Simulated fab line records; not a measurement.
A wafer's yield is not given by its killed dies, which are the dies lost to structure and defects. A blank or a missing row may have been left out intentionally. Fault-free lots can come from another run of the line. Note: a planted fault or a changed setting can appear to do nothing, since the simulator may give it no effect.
Code-filled problem report in 8D (eight disciplines) form -- flow gf180mcu -- the parts of the form that need people (team, actions taken, sign-off) are left out

## 1. THE PROBLEM
CONTACT_W_RS at GF_CONTACT_RS_MEAS_25 reads a mean of 0.464 ohm/sq on 3 wafers of 2 lots; wafers without a fault read 0.383 ohm/sq with a standard deviation of 0.0074. That is +11 standard deviations from the usual mean.
The step: measures by four-point-probe.
Earliest sighting: wafer L191.1 on filmMetro-01 at day 21 23:52. The record has a number at this step for 33 wafers belonging to 11 lots. Rule for "out", or "out of limits": more than 4 standard deviations from the usual mean. All remaining wafers that have a number are taken as sound.

## 2. WHAT IT IS AND WHAT IT IS NOT
question,is,is not
which readings at this step,CONTACT_W_RS,-
which lots,"L191, L192","L176, L177, L180, L181, L182, L184, L193, L194, L198"
which wafers of those lots,"L191.1, L191.3, L192.1","L191.6, L192.2, L192.5"
read on which gauges,"filmMetro-01, filmMetro-04",filmMetro-02
when,from day 21 23:52,"up to then (19 sound wafers); but 11 sound wafers of L192, L193, L194, L198 came after"

## 3. SUSPECTS, AND WHAT RULES EACH OUT
Counting: any tool at a process step up to the reading remains a suspect provided it ran every lot that is out. Sound lots after the first of them don't rule it out here, since some wafers of a struck lot are sound.
- the gauge at GF_CONTACT_RS_MEAS_25: ruled out. The wafers that are out were read on 2 gauges (filmMetro-01, filmMetro-04).
- pvdSputter-01 at GF_SALICIDE_SPUTTER_03 (material TiN, target thk 20 nm, time 16.7 s): kept. Every lot that is out went through it, the first being L191 (day 20 21:32); the last sound lot it ran before that was L184 (day 17 19:39).
- cvdW-02 at GF_CONTACT_CVD_24 (deposits W, target thk 300 nm, time 90.339 s): kept. Every lot that is out went through it, the first being L191 (day 21 23:46); the last sound lot it ran before that was L184 (day 18 21:23). On those wafers its own readings are out: susceptorTempC.
- Within cvdW-02 at GF_CONTACT_CVD_24, the wafers that are out were processed in chamber 0 and their sound lot-mates in chamber 1.
Left after counting: pvdSputter-01 at GF_SALICIDE_SPUTTER_03, cvdW-02 at GF_CONTACT_CVD_24.

## 4. THE CAUSE (what the simulator had put in)
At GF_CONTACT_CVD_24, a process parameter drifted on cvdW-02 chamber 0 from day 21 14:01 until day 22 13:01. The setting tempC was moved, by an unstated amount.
Counting leaves 2 suspects; this tool is one of them.

## 5. THE EFFECT CHAIN, in route order
Each row: a reading where the mean over the struck wafers with a number is more than 3 standard deviations away from the usual. Only readings for which the record gives a usual standard deviation are gone through. hours: the time from each lot's start at the first step in this table that gives one to its start at this step, as a median over the lots. sigmas: the change in usual standard deviations.
hours,step,reading,usual,on struck wafers,change,sigmas
0,GF_CONTACT_CVD_24,susceptorTempC,399.96 C,390.58,-9.38,-43
0,GF_CONTACT_RS_MEAS_25,CONTACT_W_RS,0.383 ohm/sq,0.464,+0.081,+11
6,GF_CONTACT_THK_MEAS_26,CONTACT_W_THK,300 nm,249,-51,-7.8
19,GF_CONTACT_CMP_27,timeToEndpointS,73 s,61,-12,-3.5
The process steps in it:
- GF_CONTACT_CVD_24: deposits W, target thk 300 nm, time 90.339 s.
- GF_CONTACT_CMP_27: polishes, stops on SiO2, t overpolish 15 s, target thk 0 nm.
Later measuring or inspecting steps at which every struck wafer that the step has a row for has a number for every such reading, and none has moved that far: GF_M1_THK_MEAS_06.

## 6. HOW IT WOULD HAVE BEEN CAUGHT EARLIER
In this record the first reading out of limits at a measuring or inspecting step was taken at day 21 23:52, 10 hours after the fault began at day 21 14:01.
At GF_CONTACT_CVD_24, the tool's own readings (susceptorTempC) were out on each struck wafer the step has a row for, so an alarm limit on them would have fired on the first such wafer.
L192, from the lots that are out (2), started GF_CONTACT_CVD_24 on cvdW-02 later than day 21 23:52. Putting the tool on hold at that point would have spared it.
